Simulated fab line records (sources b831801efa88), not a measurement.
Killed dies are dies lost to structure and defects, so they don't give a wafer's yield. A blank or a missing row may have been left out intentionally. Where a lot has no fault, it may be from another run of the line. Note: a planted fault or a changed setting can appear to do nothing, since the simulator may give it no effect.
Which tool was responsible?	flow sky130	Sampling: 14 lots, 42 wafers, 4 of 708 route steps

== WHAT THE GAUGES SHOWED, per wafer ==
SKY_POLY_GATE_OVL_MEAS_14. Usual: POLY_GATE_OVL typically reads -1 nm, with standard deviation 5.4.
lot	measured	on	POLY_GATE_OVL (nm)	flag
L128	day 16 20:35	overlay-01	-3 7 -3	
L129	day 17 06:44	overlay-01	4 1 9	
L135	day 19 11:56	overlay-01	-3 3 0	
L138	day 20 18:02	overlay-02	-9 -7 -4	
L139	day 20 20:14	overlay-02	-3 1 -7	
L141	day 21 17:30	overlay-01	4 -3 5	
L143	day 22 13:56	overlay-01	6 2 3	
L144	day 23 02:19	overlay-02	-1 -1 1	
L145	day 23 04:35	overlay-02	-6 1 -4	
L146	day 23 05:55	overlay-02	1 -2 0	
L147	day 23 12:44	overlay-02	-6 6 1	
L148	day 24 01:19	overlay-02	-7 -5 -7	
L149	day 24 04:58	overlay-02	-12 -11 -11	
L150	day 24 17:29	overlay-02	11 -2 10	

SKY_LDD_P_CD_MEAS_07: target cd 380 nm. Usual: cd nm reads 379 nm (standard deviation 3.4).
lot	measured	on	cd nm (nm)	flag
L128	day 19 10:30	cd sem-02	384 383 384	
L129	day 19 23:37	cd sem-01	374 375 372	
L135	day 22 03:40	cd sem-01	382 381 381	
L138	day 23 09:32	cd sem-02	375 378 379	
L139	day 23 11:51	cd sem-01	383 379 380	
L141	day 24 08:58	cd sem-01	378 380 378	
L143	day 25 03:55	cd sem-01	385 384 385	
L144	day 25 17:43	cd sem-01	379 377 375	
L145	day 25 18:20	cd sem-02	381 381 380	
L146	day 25 20:04	cd sem-01	373 372 372	
L147	day 26 02:34	cd sem-01	373 373 377	
L148	day 26 15:31	cd sem-02	372 371 374	
L149	day 26 18:57	cd sem-02	378 374 376	
L150	day 27 07:43	cd sem-01	381 378 380	

SKY_LDD_P_TW_MEAS_11. Usual: LDD_P_TW typically reads 633, with standard deviation 5.8.
lot	measured	on	LDD_P_TW	flag
L128	day 19 10:55	film metro-03	631 634 629	
L129	day 20 00:02	film metro-01	642 643 643	
L135	day 22 04:04	film metro-01	644 643 645	
L138	day 23 09:56	film metro-03	632 631 631	
L139	day 23 12:15	film metro-02	627 626 619	
L141	day 24 09:21	film metro-02	625 621 624	
L143	day 25 04:19	film metro-02	625 626 625	
L144	day 25 18:07	film metro-01	640 644 642	
L145	day 25 18:44	film metro-03	633 635 635	
L146	day 25 20:29	film metro-02	628 626 629	
L147	day 26 02:56	film metro-03	631 634 634	
L148	day 26 15:56	film metro-01	642 641 640	
L149	day 26 19:22	film metro-01	641 640 641	
L150	day 27 08:07	film metro-03	629 633 634	

== EACH LOT AND THE TOOL THAT RAN IT (in order: tool; ch and the chambers of the sampled wafers; start) ==
lot	SKY_POLY_GATE_COAT_07
L128	litho track-03 ch 0, day 16 05:45
L129	litho track-04 ch 0, day 16 15:58
L135	litho track-03 ch 0, day 18 19:47
L138	litho track-03 ch 0, day 20 02:21
L139	litho track-04 ch 0, day 20 04:28
L141	litho track-01 ch 0, day 21 01:25
L143	litho track-04 ch 0, day 21 21:32
L144	litho track-04 ch 0, day 22 10:34
L145	litho track-03 ch 0, day 22 13:17
L146	litho track-03 ch 0, day 22 15:03
L147	litho track-04 ch 0, day 22 21:07
L148	litho track-01 ch 0, day 23 09:37
L149	litho track-03 ch 0, day 23 13:33
L150	litho track-04 ch 0, day 24 01:41
- SKY_POLY_GATE_COAT_07: resist thk 110 nm.

== AS READ BY THE TOOLS THEMSELVES (means over the sampled wafers that have a number; for cases with no such wafer, the mark the record gives instead) ==
SKY_POLY_GATE_COAT_07. Usual: spin speed rpm reads 3000.1 rpm (standard deviation 1.9).
lot	tool	spin speed rpm (rpm)	flag
L128	litho track-03	3000.8	
L129	litho track-04	3000.5	
L135	litho track-03	3048.3	OFF
L138	litho track-03	3047.2	OFF
L139	litho track-04	2998.7	
L141	litho track-01	3000.5	
L143	litho track-04	3001.7	
L144	litho track-04	3001.1	
L145	litho track-03	2997.3	
L146	litho track-03	3000.6	
L147	litho track-04	2999.7	
L148	litho track-01	3001.4	
L149	litho track-03	3000.3	
L150	litho track-04	2998.8	

== THE ANSWER, worked out from the rows above alone ==
Rule: take the mean of a lot's wafers that have a number; if it is more than 3 standard deviations from the usual mean, the lot is off. A lot without any number at a reading at which 4 lots or more have one is off too. Any other lot the step has rows for is counted as sound. First the gauges in route order, then the tools' own readings, where a lot's mean is used as printed above. At the first step where some lot is off, the reading lying furthest off is the one used; lots without a number count as furthest.
Off, at SKY_POLY_GATE_COAT_07 on spin speed rpm: L135, L138.
A tool fits if, at that step or a process step before it, it ran every lot that is off, and no sound lot after the first of them. None of those tried fits.

== WHAT WAS PUT IN BY THE SIMULATOR ==
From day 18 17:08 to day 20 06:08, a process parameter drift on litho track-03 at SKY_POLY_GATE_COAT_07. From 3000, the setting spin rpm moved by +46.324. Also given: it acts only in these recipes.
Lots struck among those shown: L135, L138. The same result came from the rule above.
